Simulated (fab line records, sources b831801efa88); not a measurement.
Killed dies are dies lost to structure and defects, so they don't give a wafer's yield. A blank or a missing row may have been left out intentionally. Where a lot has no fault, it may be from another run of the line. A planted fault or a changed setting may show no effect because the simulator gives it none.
fab line records + flow gf180mcu
[record]
- lots = 14
- wafers = 42
- lastDay = 34
route steps=602 shown M3@426 V3@434
lots that met no fault: taken from a fault-free run of the same line
startH: the number of hours between the record's first day and the start of the first shown wafer of the lot + waitH: hours since the lot's step before + " the same as in the row above + L1.1+2: a row that stands for several wafers + - value missing, or start not given + * or withheld: withheld + < > ~ a bound
route shown NAME@n: a module of which the file shows steps, and the number in the route of the first + usual: the fault-free wafers' mean and standard deviation + same: alike in all rows + chamber/n: place in a boat + sites: each site's reading + _std_site: how widely they spread, as a standard deviation + _edge_site: outer sites' mean less inner sites' + radiusMm: how far each site lies from the wafer's centre + mask NAME#n: copy n + behind: the last tool/chamber to shape the wafer + hold: why the lot was held/for how many hours/how that ended + device: the n, p or np transistor that did not switch + end of line: tests of these same wafers at the route's end + step lacking rows: just its recipe + killed: dies that structure and defects cost at the first sort, which is not the same as the wafer's yield + map: per-die view of a wafer (x killed, . not killed, _ where there is no die)
set.NAME: the setting as run; set.NAME@STEP: as run at that earlier step + model.NAME: the simulator's own value behind a step, which no gauge read
steps of the route over a sample of lots; a table a step, a row a wafer
services: a tool's chamber out of use, with start hour (startH, from the record's first day; less than 0 if before it), hours out, and reason
[[steps]]
[step GF_M3_STRIP_17]
[recipe]
- chemistry = O2/N2
- powerW = 1400
- pressureMtorr = 1500
- platenTempC = 250
- o2FlowSccm = 3000
- n2FlowSccm = 300
- overashFraction = 0.5
[usual]
- drypumpMotorCurrentA = 5.6/0.65
- heaterPowerW = 341/17
- oesProductAu = 0.559/0.0049
- stripTimeToEndpointS = 7.89/0.045
| lot.wafer | tool           | chamber | startH | waitH | drypumpMotorCurrentA | heaterPowerW | oesProductAu | rfHoursCounterH | stripTimeToEndpointS |
|-----------|----------------|---------|--------|-------|----------------------|--------------|--------------|-----------------|----------------------|
| L529.3    | plasmaAsher-03 | 0       | 493.55 | 0.1   | 5.9                  | 327          | 0.562        | -               | 7.92                 |
| L529.4    | "              | 1       | "      | "     | 4.6                  | 359          | 0.554        | -               | 7.87                 |
| L529.6    | "              | 0       | "      | "     | 5.9                  | 323          | 0.562        | -               | 7.88                 |
| L530.1    | plasmaAsher-02 | 0       | 503.68 | 0.1   | 5.8                  | 360          | 0.558        | 8               | 7.89                 |
| L530.2    | "              | 1       | "      | "     | 6.7                  | 317          | 0.562        | 8               | 7.94                 |
| L530.3    | "              | 0       | "      | "     | 5.8                  | 369          | 0.554        | -               | 7.87                 |
| L531.2    | plasmaAsher-04 | 1       | 515.36 | 0.1   | 5.8                  | 341          | 0.555        | 42              | 7.92                 |
| L531.5    | "              | 0       | "      | "     | 5.8                  | 324          | 0.553        | -               | 7.95                 |
| L531.6    | "              | 1       | "      | "     | 5.8                  | 357          | 0.555        | -               | 7.91                 |
| L533.1    | plasmaAsher-02 | 0       | 520.91 | 0.1   | 5.8                  | 362          | 0.558        | 10              | 7.88                 |
| L533.3    | "              | 0       | "      | "     | 5.8                  | 356          | 0.556        | -               | 7.81                 |
| L533.4    | "              | 1       | "      | "     | 6.7                  | 320          | 0.563        | -               | 7.84                 |
| L534.4    | plasmaAsher-04 | 0       | 529.60 | 0.1   | 5.8                  | 321          | 0.562        | -               | 7.86                 |
| L534.5    | "              | 0       | "      | "     | 5.8                  | 325          | 0.557        | -               | 7.89                 |
| L534.6    | "              | 1       | "      | "     | 5.8                  | 348          | 0.555        | -               | 7.83                 |
| L535.2    | plasmaAsher-04 | 1       | 535.66 | 0.1   | 5.8                  | 356          | 0.561        | 44              | 7.94                 |
| L535.4    | "              | 0       | "      | "     | 5.8                  | 325          | 0.558        | -               | 7.92                 |
| L535.5    | "              | 0       | "      | "     | 5.8                  | 324          | 0.558        | -               | 7.96                 |
| L536.1    | plasmaAsher-03 | 1       | 553.71 | 0.1   | 4.6                  | 358          | 0.562        | 76              | 7.88                 |
| L536.2    | "              | 0       | "      | "     | 5.9                  | 337          | 0.561        | 76              | 7.88                 |
| L536.6    | "              | 0       | "      | "     | 5.9                  | 324          | 0.559        | -               | 7.86                 |
| L538.1    | plasmaAsher-03 | 1       | 568.41 | 0.1   | 4.6                  | 369          | 0.557        | 77              | 7.88                 |
| L538.2    | "              | 0       | "      | "     | 5.9                  | 323          | 0.565        | 77              | 7.88                 |
| L538.4    | "              | 0       | "      | "     | 5.9                  | 331          | 0.565        | -               | 7.89                 |
| L539.1    | plasmaAsher-03 | 1       | 577.13 | 0.1   | 4.6                  | 357          | 0.555        | 78              | 7.88                 |
| L539.4    | "              | 0       | "      | "     | 5.9                  | 327          | 0.559        | -               | 7.83                 |
| L539.5    | "              | 1       | "      | "     | 4.6                  | 358          | 0.551        | -               | 7.81                 |
| L540.2    | plasmaAsher-03 | 0       | 582.84 | 0.1   | 5.9                  | 333          | 0.555        | 79              | 7.91                 |
| L540.4    | "              | 1       | "      | "     | 4.6                  | 362          | 0.560        | -               | 7.89                 |
| L540.5    | "              | 0       | "      | "     | 5.9                  | 327          | 0.554        | -               | 7.90                 |
| L542.2    | plasmaAsher-03 | 0       | 604.91 | 0.1   | 5.9                  | 324          | 0.557        | 81              | 7.89                 |
| L542.4    | "              | 1       | "      | "     | 4.6                  | 364          | 0.554        | -               | 7.94                 |
| L542.6    | "              | 1       | "      | "     | 4.6                  | 363          | 0.559        | -               | 7.94                 |
| L546.1    | plasmaAsher-03 | 0       | 632.67 | 0.2   | 5.9                  | 329          | 0.561        | 84              | 7.92                 |
| L546.3    | "              | 0       | "      | "     | 5.9                  | 342          | 0.567        | -               | 7.95                 |
| L546.6    | "              | 0       | "      | "     | 5.9                  | 333          | 0.564        | -               | 7.92                 |
| L551.2    | plasmaAsher-02 | 0       | 664.01 | 0.1   | 5.8                  | 360          | 0.561        | 26              | 7.92                 |
| L551.4    | "              | 1       | "      | "     | 6.7                  | 312          | 0.556        | -               | 7.87                 |
| L551.5    | "              | 0       | "      | "     | 5.8                  | 351          | 0.553        | -               | 7.86                 |
| L552.3    | plasmaAsher-03 | 1       | 665.75 | 0.1   | 4.6                  | 359          | 0.563        | -               | 7.93                 |
| L552.4    | "              | 0       | "      | "     | 5.9                  | 328          | 0.562        | -               | 7.94                 |
| L552.5    | "              | 1       | "      | "     | 4.6                  | 365          | 0.566        | -               | 7.93                 |
[step GF_V3_BOW_MEAS_05]
[recipe]
- mode = bow
[usual]
- V3_BOW = 115/9.3
| lot.wafer | tool         | chamber | startH | waitH | V3_BOW[um] |
|-----------|--------------|---------|--------|-------|------------|
| L529.3    | filmMetro-04 | -       | 494.76 | 0.3   | 114        |
| L529.4    | "            | -       | "      | "     | 120        |
| L529.6    | "            | -       | "      | "     | 126        |
| L530.1    | filmMetro-01 | -       | 504.77 | 0.1   | 114        |
| L530.2    | "            | -       | "      | "     | 97         |
| L530.3    | "            | -       | "      | "     | 112        |
| L531.2    | filmMetro-01 | -       | 516.51 | 0.1   | 104        |
| L531.5    | "            | -       | "      | "     | 115        |
| L531.6    | "            | -       | "      | "     | 121        |
| L533.1    | filmMetro-02 | -       | 522.37 | 0.2   | 129        |
| L533.3    | "            | -       | "      | "     | 130        |
| L533.4    | "            | -       | "      | "     | 124        |
| L534.4    | filmMetro-04 | -       | 530.88 | 0.2   | 112        |
| L534.5    | "            | -       | "      | "     | 122        |
| L534.6    | "            | -       | "      | "     | 116        |
| L535.2    | filmMetro-01 | -       | 536.77 | 0.2   | 121        |
| L535.4    | "            | -       | "      | "     | 114        |
| L535.5    | "            | -       | "      | "     | 124        |
| L536.1    | filmMetro-04 | -       | 554.93 | 0.2   | 118        |
| L536.2    | "            | -       | "      | "     | 123        |
| L536.6    | "            | -       | "      | "     | 122        |
| L538.1    | filmMetro-02 | -       | 569.57 | 0.2   | 112        |
| L538.2    | "            | -       | "      | "     | 118        |
| L538.4    | "            | -       | "      | "     | 102        |
| L539.1    | filmMetro-02 | -       | 578.23 | 0.1   | 122        |
| L539.4    | "            | -       | "      | "     | 112        |
| L539.5    | "            | -       | "      | "     | 104        |
| L540.2    | filmMetro-04 | -       | 583.96 | 0.3   | 111        |
| L540.4    | "            | -       | "      | "     | 108        |
| L540.5    | "            | -       | "      | "     | 118        |
| L542.2    | filmMetro-01 | -       | 606.04 | 0.1   | 121        |
| L542.4    | "            | -       | "      | "     | 117        |
| L542.6    | "            | -       | "      | "     | 121        |
| L546.1    | filmMetro-01 | -       | 633.79 | 0.1   | 100        |
| L546.3    | "            | -       | "      | "     | 116        |
| L546.6    | "            | -       | "      | "     | 107        |
| L551.2    | filmMetro-02 | -       | 665.16 | 0.3   | 115        |
| L551.4    | "            | -       | "      | "     | 119        |
| L551.5    | "            | -       | "      | "     | 118        |
| L552.3    | filmMetro-04 | -       | 666.88 | 0.3   | 132        |
| L552.4    | "            | -       | "      | "     | 130        |
| L552.5    | "            | -       | "      | "     | 132        |
[step GF_V3_PEB_12]
[recipe]
- pebTempC = 135
- pebTimeS = 90
- resist = KrF
[usual]
- chillPlateTempC = 22.97/0.099
- exhaustPa = 45.0/0.91
| lot.wafer | tool          | chamber | startH | waitH | chillPlateTempC | exhaustPa |
|-----------|---------------|---------|--------|-------|-----------------|-----------|
| L529.3    | lithoTrack-01 | 0       | 517.76 | -     | 23.04           | 46.5      |
| L529.4    | "             | 0       | "      | "     | 23.10           | 44.8      |
| L529.6    | "             | 0       | "      | "     | 23.11           | 45.1      |
| L530.1    | lithoTrack-01 | 0       | 527.35 | -     | 23.06           | 43.8      |
| L530.2    | "             | 0       | "      | "     | 23.01           | 45.2      |
| L530.3    | "             | 0       | "      | "     | 22.94           | 45.0      |
| L531.2    | lithoTrack-03 | 0       | 538.45 | -     | 22.94           | 43.0      |
| L531.5    | "             | 0       | "      | "     | 22.96           | 42.4      |
| L531.6    | "             | 0       | "      | "     | 23.03           | 44.2      |
| L533.1    | lithoTrack-03 | 0       | 544.97 | -     | 22.90           | 44.9      |
| L533.3    | "             | 0       | "      | "     | 22.98           | 46.0      |
| L533.4    | "             | 0       | "      | "     | 22.88           | 46.4      |
| L534.4    | lithoTrack-03 | 0       | 553.22 | -     | 22.84           | 45.3      |
| L534.5    | "             | 0       | "      | "     | 22.92           | 46.2      |
| L534.6    | "             | 0       | "      | "     | 22.81           | 45.2      |
| L535.2    | lithoTrack-04 | 0       | 557.84 | -     | 22.81           | 45.3      |
| L535.4    | "             | 0       | "      | "     | 22.88           | 45.8      |
| L535.5    | "             | 0       | "      | "     | 23.01           | 45.0      |
| L536.1    | lithoTrack-01 | 0       | 576.65 | -     | 23.00           | 45.2      |
| L536.2    | "             | 0       | "      | "     | 22.98           | 46.3      |
| L536.6    | "             | 0       | "      | "     | 23.00           | 46.3      |
| L538.1    | lithoTrack-03 | 0       | 591.02 | -     | 22.96           | 44.7      |
| L538.2    | "             | 0       | "      | "     | 23.00           | 45.0      |
| L538.4    | "             | 0       | "      | "     | 23.02           | 46.3      |
| L539.1    | lithoTrack-01 | -       | 599.09 | -     | -               | -         |
| L539.4    | "             | -       | "      | "     | -               | -         |
| L539.5    | "             | -       | "      | "     | -               | -         |
| L540.2    | lithoTrack-03 | -       | 604.60 | -     | -               | -         |
| L540.4    | "             | -       | "      | "     | -               | -         |
| L540.5    | "             | -       | "      | "     | -               | -         |
| L542.2    | lithoTrack-01 | 0       | 626.08 | -     | 22.91           | 44.3      |
| L542.4    | "             | 0       | "      | "     | 23.09           | 44.0      |
| L542.6    | "             | 0       | "      | "     | 22.94           | 44.2      |
| L546.1    | lithoTrack-01 | 0       | 653.94 | -     | 22.89           | 44.7      |
| L546.3    | "             | 0       | "      | "     | 22.92           | 46.3      |
| L546.6    | "             | 0       | "      | "     | 23.00           | 46.8      |
| L551.2    | lithoTrack-01 | 0       | 683.88 | -     | 22.80           | 45.6      |
| L551.4    | "             | 0       | "      | "     | 22.86           | 45.6      |
| L551.5    | "             | 0       | "      | "     | 22.89           | 46.0      |
| L552.3    | lithoTrack-01 | 0       | 685.76 | -     | 23.01           | 45.2      |
| L552.4    | "             | 0       | "      | "     | 23.01           | 44.1      |
| L552.5    | "             | 0       | "      | "     | 22.92           | 44.4      |
[step GF_V3_SPUTTER_21]
[recipe]
- material = Ti
- targetThkNm = 15
- chamberPressurePa = 5
- powerW = 2500
- substrateTempC = 200
- timeS = 80.02
[usual]
- cathodeDcPowerW = 2500.0/0.43
- throttleValvePct = 30.1/1.1
| lot.wafer | tool          | chamber | startH | waitH | cathodeDcPowerW | throttleValvePct |
|-----------|---------------|---------|--------|-------|-----------------|------------------|
| L529.3    | pvdSputter-04 | -       | 519.30 | 0.0   | 2499.9          | 28.9             |
| L529.4    | "             | -       | "      | "     | 2500.3          | 30.2             |
| L529.6    | "             | -       | "      | "     | 2499.3          | 29.0             |
| L530.1    | pvdSputter-03 | -       | 528.52 | 0.0   | 2500.2          | 29.6             |
| L530.2    | "             | -       | "      | "     | 2500.6          | 29.5             |
| L530.3    | "             | -       | "      | "     | 2499.9          | 31.8             |
| L531.2    | pvdSputter-01 | -       | 539.59 | 0.0   | 2499.7          | 29.1             |
| L531.5    | "             | -       | "      | "     | 2499.8          | 29.0             |
| L531.6    | "             | -       | "      | "     | 2500.3          | 31.4             |
| L533.1    | pvdSputter-04 | -       | 546.20 | 0.0   | 2500.4          | 29.8             |
| L533.3    | "             | -       | "      | "     | 2499.6          | 30.1             |
| L533.4    | "             | -       | "      | "     | 2499.7          | 28.8             |
| L534.4    | pvdSputter-04 | -       | 554.29 | 0.0   | 2500.3          | 31.8             |
| L534.5    | "             | -       | "      | "     | 2500.1          | 30.1             |
| L534.6    | "             | -       | "      | "     | 2499.6          | 29.9             |
| L535.2    | pvdSputter-04 | -       | 558.98 | 0.0   | 2500.4          | 29.5             |
| L535.4    | "             | -       | "      | "     | 2499.5          | 31.7             |
| L535.5    | "             | -       | "      | "     | 2499.5          | 29.7             |
| L536.1    | pvdSputter-03 | -       | 577.82 | 0.0   | 2500.1          | 32.2             |
| L536.2    | "             | -       | "      | "     | 2500.3          | 31.1             |
| L536.6    | "             | -       | "      | "     | 2499.2          | 32.2             |
| L538.1    | pvdSputter-03 | -       | 592.20 | 0.0   | 2500.5          | 29.0             |
| L538.2    | "             | -       | "      | "     | 2500.1          | 29.6             |
| L538.4    | "             | -       | "      | "     | 2499.3          | 31.2             |
| L539.1    | pvdSputter-03 | -       | 600.26 | 0.0   | 2499.3          | 29.6             |
| L539.4    | "             | -       | "      | "     | 2500.0          | 32.1             |
| L539.5    | "             | -       | "      | "     | 2500.1          | 29.4             |
| L540.2    | pvdSputter-04 | -       | 605.77 | 0.0   | 2499.4          | 31.5             |
| L540.4    | "             | -       | "      | "     | 2499.7          | 30.4             |
| L540.5    | "             | -       | "      | "     | 2500.2          | 29.7             |
| L542.2    | pvdSputter-03 | -       | 627.21 | 0.0   | 2499.5          | 29.4             |
| L542.4    | "             | -       | "      | "     | 2500.2          | 31.3             |
| L542.6    | "             | -       | "      | "     | 2500.1          | 31.2             |
| L546.1    | pvdSputter-01 | -       | 655.14 | 0.0   | 2500.3          | 29.7             |
| L546.3    | "             | -       | "      | "     | 2500.5          | 31.4             |
| L546.6    | "             | -       | "      | "     | 2500.1          | 29.0             |
| L551.2    | pvdSputter-04 | -       | 685.01 | 0.0   | 2500.3          | 28.8             |
| L551.4    | "             | -       | "      | "     | 2500.2          | 30.3             |
| L551.5    | "             | -       | "      | "     | 2499.5          | 28.9             |
| L552.3    | pvdSputter-01 | -       | 686.87 | 0.0   | 2500.1          | 29.1             |
| L552.4    | "             | -       | "      | "     | 2500.9          | 29.0             |
| L552.5    | "             | -       | "      | "     | 2500.3          | 29.7             |
[[services]]
| tool           | chamber | startH | hours | kind   |
|----------------|---------|--------|-------|--------|
| plasmaAsher-03 | -       | 485.73 | 0.9   | repair |
| plasmaAsher-04 | -       | 486.01 | 5.8   | pm     |
| plasmaAsher-03 | -       | 487.89 | 2.3   | repair |
| pvdSputter-04  | -       | 554.55 | 1.0   | repair |
| pvdSputter-04  | -       | 591.34 | 6.8   | repair |
| plasmaAsher-02 | -       | 625.99 | 1.6   | repair |
| pvdSputter-04  | -       | 674.35 | 1.9   | repair |
| plasmaAsher-03 | -       | 674.39 | 2.6   | repair |
[[key]]
[firstSign]
- step = GF_V3_PEB_12
- reading = toolRecord
- direction = missing
effect none on later readings
metAt GF_V3_PEB_12
struckLots L539,L540
laterRowsLeftOut L539.1,L539.4,L539.5,L540.2,L540.4,L540.5
sortLeftOut L539.1,L539.4,L539.5,L540.2,L540.4,L540.5
notActingAt GF_M3_STRIP_17,GF_V3_BOW_MEAS_05,GF_V3_SPUTTER_21
onsetBetween 591.02 599.09
[fault]
- kind = skippedStepWhole
- tool = lithoTrack-01,lithoTrack-03
- chamber = -
- onsetH = 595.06
- steps = GF_V3_PEB_12
- scope = struckLotsOnly
// sortLeftOut: the simulated sort isn't trusted on such a fault, so these wafers' sort isn't shown, and their yield isn't known
// laterRowsLeftOut: the simulator's readings of these wafers behind a module that went badly wrong aren't trusted and aren't shown, but for the sort
